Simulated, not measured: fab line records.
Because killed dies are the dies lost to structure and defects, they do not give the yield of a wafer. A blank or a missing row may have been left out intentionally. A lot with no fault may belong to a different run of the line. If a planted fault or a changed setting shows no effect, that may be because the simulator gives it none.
Shared-tool check -- flow sky130 -- Lots sampled 13, wafers sampled 39

## REASON FOR OPENING
4 of 13 lots carry a flag on the reading LDD_HVP_TW at SKY_LDD_HVP_TW_MEAS_10. No-fault wafers: 455, standard deviation 3.6.
Rule: flag the lot when none of its wafers has a number, or when each of its wafers that has one lies beyond 4 standard deviations from that mean. The other lots count as sound.

lot,measured,on,"LDD_HVP_TW, wafer by wafer",flag
L904,day 21 09:32,film metro-01,450 449 451,
L905,day 21 15:47,film metro-01,450 452 448,
L906,day 22 01:58,film metro-01,450 451 450,
L907,day 22 18:29,film metro-01,449 455 451,
L908,day 22 21:59,film metro-01,451 452 450,
L909,day 23 11:17,film metro-01,451 454 454,
L910,day 24 01:35,film metro-02,458 459 457,
L911,day 24 05:49,film metro-01,449 452 453,
L912,day 24 14:34,film metro-04,456 456 457,
L914,day 25 07:23,film metro-02,713 711 715,FLAGGED
L915,day 25 13:19,film metro-04,706 703 708,FLAGGED
L916,day 25 20:50,film metro-04,704 705 702,FLAGGED
L917,day 26 09:15,film metro-02,708 707 712,FLAGGED
Average over the flagged lots: 708; offset from the usual +253, equal to +70 standard deviations.

## LOT BY LOT: THE TOOL USED
The record holds 1 process step before the reading, out of a route of 708 steps. In each cell: the tool, then ch and the chambers that the sampled wafers went through, then the start.
lot,flag,SKY_LDD_HVP_IMPLANT_08
L904,,"implanter-03 ch 0, day 21 09:17"
L905,,"implanter-03 ch 0, day 21 15:34"
L906,,"implanter-04 ch 0, day 22 01:44"
L907,,"implanter-01 ch 0, day 22 18:15"
L908,,"implanter-01 ch 0, day 22 21:46"
L909,,"implanter-04 ch 0, day 23 11:03"
L910,,"implanter-04 ch 0, day 24 01:21"
L911,,"implanter-04 ch 0, day 24 05:35"
L912,,"implanter-03 ch 0, day 24 14:19"
L914,FLAGGED,"implanter-04 ch 0, day 25 07:08"
L915,FLAGGED,"implanter-04 ch 0, day 25 13:05"
L916,FLAGGED,"implanter-03 ch 0, day 25 20:36"
L917,FLAGGED,"implanter-04 ch 0, day 26 09:02"
What is done by these steps:
- SKY_LDD_HVP_IMPLANT_08
- SKY_LDD_HVP_TW_MEAS_10

## FLAGGED AGAINST TOTAL, ONE TOOL AT A TIME (gauges that did the reading follow at the end)
step,tool,lots run,flagged,share of the flagged lots,sound lots run after its first flagged lot
SKY_LDD_HVP_IMPLANT_08,implanter-01,2,0,none,-
SKY_LDD_HVP_IMPLANT_08,implanter-03,4,1,some,0
SKY_LDD_HVP_IMPLANT_08,implanter-04,7,3,some,0
SKY_LDD_HVP_TW_MEAS_10,film metro-01,7,0,none,-
SKY_LDD_HVP_TW_MEAS_10,film metro-02,3,2,some,0
SKY_LDD_HVP_TW_MEAS_10,film metro-04,3,2,some,0

## THE TABLE: WHAT IT ALLOWS
No row of the table ran every flagged lot.

## WHAT THE SIMULATOR HAD INSERTED
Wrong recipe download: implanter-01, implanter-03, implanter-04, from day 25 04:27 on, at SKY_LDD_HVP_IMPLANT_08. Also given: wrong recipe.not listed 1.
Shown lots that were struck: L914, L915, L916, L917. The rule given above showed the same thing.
